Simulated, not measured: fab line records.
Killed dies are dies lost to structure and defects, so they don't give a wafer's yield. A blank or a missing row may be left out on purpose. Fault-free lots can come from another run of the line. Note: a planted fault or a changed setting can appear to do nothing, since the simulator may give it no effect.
Struck lot and sound lot, side by side :: flow sky130 :: 22 steps out of a route of 708
Sound: wafers L224.1, L224.4, L224.6. Wafers L234.1, L234.2, L234.3 were the ones struck. At the end, the cause is stated.
Order at every step that has rows: each side's tool, ch and its chambers, its first start. Under that, the readings that differ: sound wafers :: struck wafers :: difference of the means :: sigmas: that difference in standard deviations of wafers without a fault.
alike: words and numbers the same on both sides, and readings whose means are apart by under 2 such deviations; not compared: readings that were withheld, readings missing a value for some wafer, numbers with overlapping values and no deviation given by the record, and bounds like >300 which may hide the same value.
A row with sigmas, a row that says differs or no value, or rows on one side alone: a step with any of these is where the two part. Non-overlapping numbers with no deviation appear without sigmas and do not part them. A reading that every wafer of one side lacks parts them only if that side has two wafers or more.

SKY_METAL2_SPUTTER_00: material Ti, target thk 15 nm, time 10 s.
  struck on pvd_sputter-04, day 38 10:03; sound on pvd_sputter-04, day 35 08:11
  alike: chamber_pressure_pa, throttle_valve_pct
SKY_METAL2_SPUTTER_01: material TiN, target thk 20 nm, time 16.7 s.
  struck on pvd_sputter-04, day 38 10:04; sound on pvd_sputter-04, day 35 08:13
  alike: chamber_pressure_pa, throttle_valve_pct
then, 1 step without rows for these wafers: SKY_METAL2_SPUTTER_02 (material AlCu, target thk 250 nm, time 13.3 s).
SKY_METAL2_SPUTTER_03: material Ti, target thk 5 nm, time 3.3 s.
  struck on pvd_sputter-04, day 38 10:07; sound on pvd_sputter-04, day 35 08:16
  alike: chamber_pressure_pa, throttle_valve_pct
SKY_METAL2_SPUTTER_04: material TiN, target thk 70 nm, time 58.3 s.
  struck on pvd_sputter-04, day 38 10:08; sound on pvd_sputter-04, day 35 08:17
  alike: chamber_pressure_pa, throttle_valve_pct
SKY_METAL2_RS_MEAS_05: a four-point-probe measurement.
  struck on film_metro-02, day 38 10:11; sound on film_metro-02, day 35 08:20
  alike: METAL2_ALCU_RS
SKY_METAL2_THK_MEAS_06: measures by xrf.
  struck on film_metro-02, day 38 10:19; sound on film_metro-02, day 35 08:27
  alike: METAL2_ALCU_THK
then, 5 steps without rows for these wafers: SKY_METAL2_DEHYDRATE_07 (time 60 s); SKY_METAL2_HMDS_08 (prime time 60 s); SKY_METAL2_COAT_09 (resist thk 60 nm); SKY_METAL2_COAT_10 (resist thk 450 nm); SKY_METAL2_SOFTBAKE_11 (time 90 s).
SKY_METAL2_EXPOSE_12: exposes mask MM2, target cd 140 nm.
  sound on krf_scanner-02 ch 0, day 35 20:55; struck on krf_scanner-02 ch 0, day 38 22:52
reading: exposure_dose_mJ_cm2
sound: 27.94 27.97 27.94
struck: 25.65 25.60 25.61
difference: -2.33
sigmas: -75
  alike: mask
then, 2 steps without rows for these wafers: SKY_METAL2_PEB_13; SKY_METAL2_DEVELOP_14 (develop time 60 s).
SKY_METAL2_CD_MEAS_15: target cd 140 nm.
  struck on cd_sem-02, day 39 10:59; sound on cd_sem-02, day 36 10:17
reading: cd_nm (nm)
sound: 138.1 138.6 138.1
struck: 156.7 156.8 157.7
difference: +18.8
sigmas: +14
SKY_METAL2_OVL_MEAS_16:
  struck on overlay-02, day 39 11:07; sound on overlay-01, day 36 10:25
  alike: METAL2_OVL
SKY_METAL2_DESCUM_17: chemistry O2, time 8 s.
  sound on rie_metal-04 ch 1, day 36 10:27; struck on rie_metal-04 ch 0,1, day 39 11:09
reading: model.METAL2.cd_nm (nm)
sound: 137.6 137.8 138.2
struck: 156.4 156.2 157
difference: +18.7
sigmas: 
  alike: drypump_motor_current_A, oes_product_au
  not compared: rf_hours_counter_h
SKY_METAL2_ETCH_18: etches BARC in N2/H2, stops on SiO2, time 45.9 s, target depth 60 nm.
  sound on rie_metal-04 ch 1, day 36 10:31; struck on rie_metal-04 ch 0,1, day 39 11:11
  alike: drypump_motor_current_A, oes_product_au, throttle_valve_pct
  not compared: rf_hours_counter_h
SKY_METAL2_METAL_ETCH_19: etches the open film in Cl2/BCl3, stops on SiO2, target depth 360 nm, time 78 s.
  sound on rie_metal-04 ch 1, day 36 10:38; struck on rie_metal-04 ch 0,1, day 39 11:14
reading: model.METAL2.cd_nm (nm)
sound: 133.2 133.4 134.5
struck: 156 154.1 153.4
difference: +21
sigmas: 
  alike: bcl3_flow_sccm, drypump_motor_current_A, mfc_cl2_sccm, oes_product_au, throttle_valve_pct
  not compared: rf_hours_counter_h
then, 1 step without rows for these wafers: SKY_METAL2_STRIP_20 (strips in O2/N2).
-- the record jumps here: 10 days lie between the struck wafers' starts before and after (it left off in module METAL2 and takes up again in module PAD_OPEN, whose first step shown is number 708 of the route) --
SKY_PAD_OPEN_PROBE_99:
  struck on prober-01, day 49 02:45; sound on prober-01, day 46 23:13
reading: killed_at_M4_up
sound: 10 7
struck: 2 4 6
difference: -4
sigmas: -2

reading: killed_at_other
sound: 2 1
struck: 0 1 0
difference: -1
sigmas: -2

reading: sort_bin_3_pad_short (%)
sound: 0.6 1.2
struck: 3.7 0.8 1.6
difference: +1.1
sigmas: +3

reading: model.etest.met2.width_nm (nm)
sound: 134.2 134.6
struck: 154.7 151.7 153.9
difference: +19.0
sigmas: 

reading: model.etest.met2.line_ohm_um
sound: 0.9391 0.9596
struck: 0.8262 0.8597 0.849
difference: -0.1044
sigmas: 
  alike: defect_limited_yield, killed_at_M0_to_M3, killed_at_contacts, killed_at_front_end, killed_dies, killed_on_rim, killed_open, killed_short, sort_bin_5_function, sort_bin_6_memory, sort_n_pass, sort_yield_pct
  not compared: model.etest.tester.sort_bin_3_pct

## WHERE THEY PART
Earliest at SKY_METAL2_EXPOSE_12; latest, in this record, at SKY_PAD_OPEN_PROBE_99.

WHY: what had been put in by the simulator
Drift in process parameters on krf_scanner-02 at SKY_METAL2_EXPOSE_12, starting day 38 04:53. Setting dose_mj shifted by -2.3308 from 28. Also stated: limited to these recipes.
